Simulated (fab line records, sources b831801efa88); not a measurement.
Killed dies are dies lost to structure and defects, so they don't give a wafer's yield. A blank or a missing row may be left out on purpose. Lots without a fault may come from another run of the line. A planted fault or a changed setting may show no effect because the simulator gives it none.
Split-lot experiment | flow sfq_line | 5 lots, 23 wafers read, on a route of 325 steps

THE SPLIT
At SFQ_TRILAYER_M3_LITHO_PEB_078 (peb time 60 s), the setting peb_temp_c was moved away from the recipe's 115 C on 8 of the 23 wafers read, by -2.8% to +1.8%. The other wafers ran this setting at the recipe's value.

FROM THE SPLIT TO THE READING: what the file shows between them, 2 steps
- SFQ_TRILAYER_M3_LITHO_DEVELOP_077: time 60 s
- SFQ_TRILAYER_M3_BARC_OPEN_METAL_ETCH_100: etches BARC in O2, target depth 125 nm, time 41.7 s

THE READING
M3.cd_nm (the simulator's own value, which no gauge read), in nm, at SFQ_TRILAYER_M3_ETCH_METAL_ETCH_078 (etches Nb in Cl2/Ar, stops on SiO2, target depth 240 nm, time 120 s). The file gives no usual value for it. The 15 wafers here that ran the recipe average 501.3 nm, standard deviation 1.7 nm.

wafer  | tool, chamber at the split | peb_temp_c as run, C | against the recipe | M3.cd_nm, nm | against lot-mates on the recipe
L075.2 | litho_track-03, 0          | 115                  | recipe             | 501.3        | -
L075.5 | litho_track-03, 0          | 115                  | recipe             | 497.2        | -
L075.6 | litho_track-03, 0          | 115                  | recipe             | 500.8        | -
L078.1 | litho_track-02, 0          | 111.8                | -2.8%              | 565.6        | +64.2
L078.2 | litho_track-02, 0          | 111.8                | -2.8%              | 568.3        | +66.9
L078.3 | litho_track-02, 0          | 115                  | recipe             | 501.4        | -
L078.4 | litho_track-02, 0          | 115                  | recipe             | 502.8        | -
L078.5 | litho_track-02, 0          | 115                  | recipe             | 500          | -
L081.1 | litho_track-02, 0          | 115                  | recipe             | 502.8        | -
L081.2 | litho_track-02, 0          | 115                  | recipe             | 501.5        | -
L081.3 | litho_track-02, 0          | 115                  | recipe             | 502.5        | -
L081.4 | litho_track-02, 0          | 115                  | recipe             | 501.3        | -
L081.5 | litho_track-02, 0          | 115                  | recipe             | 503.3        | -
L083.2 | litho_track-03, 0          | 113.5                | -1.3%              | 532.4        | +32.8
L083.3 | litho_track-03, 0          | 113.5                | -1.3%              | 532.1        | +32.5
L083.4 | litho_track-03, 0          | 115                  | recipe             | 499.2        | -
L083.5 | litho_track-03, 0          | 113.5                | -1.3%              | 533.1        | +33.5
L083.6 | litho_track-03, 0          | 115                  | recipe             | 500          | -
L085.1 | litho_track-03, 0          | 115                  | recipe             | 501.1        | -
L085.2 | litho_track-03, 0          | 117.1                | +1.8%              | 467.6        | -35.0
L085.3 | litho_track-03, 0          | 115                  | recipe             | 504.2        | -
L085.5 | litho_track-03, 0          | 117.1                | +1.8%              | 466.4        | -36.2
L085.6 | litho_track-03, 0          | 117.1                | +1.8%              | 468.9        | -33.8

THE FIT
A straight line over all 23 wafers: M3.cd_nm changes by -21.8 nm for each +1% of peb_temp_c; r = -0.99; the points scatter about the line by 2.9 nm.
The same after taking each lot's own level away (the mean of its wafers on the recipe; 23 wafers): -22.2 nm for each +1%; r = -1.00; scatter 2.6 nm.
On that fit, the largest move of peb_temp_c shifts the reading by 62 nm.
The lots' own levels span 499.60 to 502.65 nm, that is 1.8 times the standard deviation above.
So the lot-to-lot level changes the slope little: the two slopes agree.
Check: with one of the wafers moved furthest among these (-2.8%) left out of the fit, the line predicts +63 nm for it against its lot-mates. It came out at +64.2 nm against them.

THE WHOLE CHAIN: every reading that the file lists as answering this split, in the file's order
step                                     | what it does                                                        | reading                                                   | change (the file's fit)              | r (the file's)
SFQ_TRILAYER_M3_BARC_OPEN_METAL_ETCH_100 | etches BARC in O2, target depth 125 nm, time 41.7 s                 | M3.cd_nm (the simulator's own value, which no gauge read) | -22.4 nm for each +1% of the setting | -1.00
SFQ_TRILAYER_M3_ETCH_METAL_ETCH_078      | etches Nb in Cl2/Ar, stops on SiO2, target depth 240 nm, time 120 s | M3.cd_nm (the simulator's own value, which no gauge read) | -22.6 nm for each +1% of the setting | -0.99

THE FILE'S OWN FIT
M3.cd_nm changes by -22.6 nm for each +1% of peb_temp_c, r = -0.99.
